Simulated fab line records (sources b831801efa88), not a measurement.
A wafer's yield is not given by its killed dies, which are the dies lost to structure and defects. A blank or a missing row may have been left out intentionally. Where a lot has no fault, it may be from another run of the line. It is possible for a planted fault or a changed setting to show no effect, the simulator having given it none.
Which tool is to blame?	flow sky130	11 lots, 33 wafers sampled, at 5 steps of a route of 708

== WHAT THE GAUGES SHOWED, per wafer ==
SKY_CONTACT_BOW_MEAS_05.
lot	measured	on	CONTACT_BOW (um)
L455	day 31 12:55	film-metro-01	92 88 78
L457	day 32 03:29	film-metro-02	76 77 82
L459	day 33 05:20	film-metro-01	80 79 78
L460	day 33 13:16	film-metro-02	76 70 71
L461	day 33 14:50	film-metro-03	85 72 78
L469	day 35 14:41	film-metro-01	75 80 79
L470	day 36 03:24	film-metro-02	82 64 81
L471	day 36 07:13	film-metro-01	88 90 80
L472	day 36 14:52	film-metro-03	87 81 89
L473	day 36 21:10	film-metro-02	71 65 85
L475	day 37 08:11	film-metro-02	71 76 76

== WHAT TOOL EACH LOT RAN ON (gives the tool, then ch and the chambers of the sampled wafers, and finally the start) ==
lot	SKY_LI_CONTACT_ETCH_14	SKY_LI_CONTACT_STRIP_16	SKY_LI_CONTACT_SPUTTER_20	SKY_LI_CONTACT_CMP_24
L455	rie-diel-02 ch 0,1, day 30 05:30	plasma-asher-01 ch 1, day 30 05:37	pvd-sputter-02, day 30 06:01	cmp-01 ch 0,1,2, day 30 06:23
L457	rie-diel-01 ch 0,3, day 30 21:47	plasma-asher-04 ch 0,1, day 30 21:57	pvd-sputter-03, day 30 22:17	cmp-02 ch 2,3, day 30 22:43
L459	rie-diel-01 ch 0,2, day 31 23:09	plasma-asher-04 ch 0,1, day 31 23:16	pvd-sputter-03, day 31 23:38	cmp-01 ch 1,2,3, day 32 00:07
L460	rie-diel-01 ch 0,1, day 32 07:20	plasma-asher-04 ch 0,1, day 32 07:28	pvd-sputter-03, day 32 07:50	cmp-01 ch 0,2, day 32 08:13
L461	rie-diel-03 ch 0,2, day 32 08:12	plasma-asher-01 ch 0,1, day 32 08:19	pvd-sputter-02, day 32 08:41	cmp-01 ch 0,1, day 32 09:07
L469	rie-diel-01 ch 0,3, day 34 08:46	plasma-asher-01 ch 0,1, day 34 08:56	pvd-sputter-03, day 34 09:17	cmp-02 ch 1,2,3, day 34 09:39
L470	rie-diel-01 ch 1,3, day 34 21:49	plasma-asher-04 ch 0,1, day 34 21:57	pvd-sputter-04, day 34 22:22	cmp-01 ch 0,1,3, day 34 22:44
L471	rie-diel-02 ch 0,1, day 35 01:40	plasma-asher-04 ch 0,1, day 35 01:48	pvd-sputter-04, day 35 02:10	cmp-01 ch 0,1,2, day 35 02:38
L472	rie-diel-01 ch 0,3, day 35 08:13	plasma-asher-02 ch 0,1, day 35 08:21	pvd-sputter-04, day 35 08:45	cmp-02 ch 0,3, day 35 09:41
L473	rie-diel-01 ch 0,1,3, day 35 15:09	plasma-asher-02 ch 0,1, day 35 15:16	pvd-sputter-03, day 35 15:38	cmp-01 ch 0,1,2, day 35 16:01
L475	rie-diel-03 ch 0,2, day 36 03:00	plasma-asher-02 ch 0,1, day 36 03:10	pvd-sputter-04, day 36 03:31	cmp-02 ch 0,3, day 36 03:56
- SKY_LI_CONTACT_ETCH_14: etches BARC in N2/H2, stops on SiO2, time 45.9 s, target depth 60 nm.
- SKY_LI_CONTACT_STRIP_16: strips in O2/N2.
- SKY_LI_CONTACT_SPUTTER_20: material TiN, target thk 20 nm, time 80 s.
- SKY_LI_CONTACT_CMP_24: polishes, stops on PSG, t overpolish 20 s, target thk 0 nm.

== AS READ BY THE TOOLS THEMSELVES (means over the sampled wafers that have a number; for cases with no such wafer, the mark the record gives instead) ==
SKY_LI_CONTACT_ETCH_14.
lot	tool	drypump-motor-current-A (A)	oes-product-au (a.u.)	rf-fwd-power-W (W)	throttle-valve-pct (%)
L455	rie-diel-02	5.8	0.855	496.0	13.223
L457	rie-diel-01	6.1	0.857	496.4	13.225
L459	rie-diel-01	6.0	0.854	697.7	13.216
L460	rie-diel-01	6.0	0.854	693.4	13.223
L461	rie-diel-03	5.6	0.855	494.0	13.221
L469	rie-diel-01	6.1	0.855	496.5	13.229
L470	rie-diel-01	6.1	0.853	494.9	13.225
L471	rie-diel-02	5.7	0.857	495.9	13.228
L472	rie-diel-01	6.0	0.851	495.1	13.221
L473	rie-diel-01	6.1	0.859	493.8	13.237
L475	rie-diel-03	5.3	0.857	495.0	13.233

SKY_LI_CONTACT_STRIP_16.
lot	tool	drypump-motor-current-A (A)	oes-product-au (a.u.)	strip-time-to-endpoint-s (s)
L455	plasma-asher-01	5.29	0.377	3.53
L457	plasma-asher-04	5.90	0.374	3.51
L459	plasma-asher-04	5.85	0.369	3.35
L460	plasma-asher-04	5.86	0.367	3.38
L461	plasma-asher-01	5.18	0.375	3.46
L469	plasma-asher-01	5.17	0.370	3.49
L470	plasma-asher-04	5.85	0.371	3.50
L471	plasma-asher-04	5.86	0.374	3.45
L472	plasma-asher-02	5.87	0.378	3.52
L473	plasma-asher-02	5.85	0.373	3.50
L475	plasma-asher-02	5.78	0.375	3.46

SKY_LI_CONTACT_SPUTTER_20.
lot	tool	cathode-dc-power-W (W)	throttle-valve-pct (%)
L455	pvd-sputter-02	3999.0	30.2
L457	pvd-sputter-03	3999.9	29.2
L459	pvd-sputter-03	3999.7	28.4
L460	pvd-sputter-03	3999.9	29.9
L461	pvd-sputter-02	3999.7	30.3
L469	pvd-sputter-03	4000.2	29.3
L470	pvd-sputter-04	4000.4	31.4
L471	pvd-sputter-04	3999.3	31.1
L472	pvd-sputter-04	3999.9	30.2
L473	pvd-sputter-03	4000.2	29.1
L475	pvd-sputter-04	4000.5	30.7

SKY_LI_CONTACT_CMP_24.
lot	tool	motor-current-A (A)	overpolish-run-s (s)	time-to-endpoint-s (s)
L455	cmp-01	10.3	19.998	97
L457	cmp-02	11.3	20.001	94
L459	cmp-01	11.0	20.007	97
L460	cmp-01	10.0	19.998	96
L461	cmp-01	10.4	20.003	95
L469	cmp-02	11.3	20.002	95
L470	cmp-01	10.4	20.008	99
L471	cmp-01	10.1	19.989	100
L472	cmp-02	11.3	20.001	103
L473	cmp-01	10.2	19.996	100
L475	cmp-02	10.9	20.002	95

== THE ANSWER, worked out from the rows above alone ==
Rule: the usual values come from the lots themselves. Put in order of their means at a reading, lots are off if they are a third of the lots or fewer, leave a main group of 4 or more, and stand apart from it by a gap of 3 or more times the standard deviation of the main group's means; of several such gaps the widest counts. Not used: any main group whose means are identical at the precision the tables above print for the reading. A lot without any number at a reading at which 4 lots or more have one is off too. The other lots that the step has rows for count as sound. The gauges are gone through in route order, then the tools' own readings, and for those a lot's mean is taken as printed above. At the first step where some lot is off, the reading lying furthest off is the one used; lots without a number count as furthest.
Off: L459, L460, at SKY_LI_CONTACT_ETCH_14 (rf-fwd-power-W). The main group: mean 495.3 W, standard deviation 0.93.
A tool fits if, at that step or a process step before it, it ran every lot that is off, and no sound lot after the first of them. Of those tried, none fits.

== WHAT THE SIMULATOR HAD INSERTED ==
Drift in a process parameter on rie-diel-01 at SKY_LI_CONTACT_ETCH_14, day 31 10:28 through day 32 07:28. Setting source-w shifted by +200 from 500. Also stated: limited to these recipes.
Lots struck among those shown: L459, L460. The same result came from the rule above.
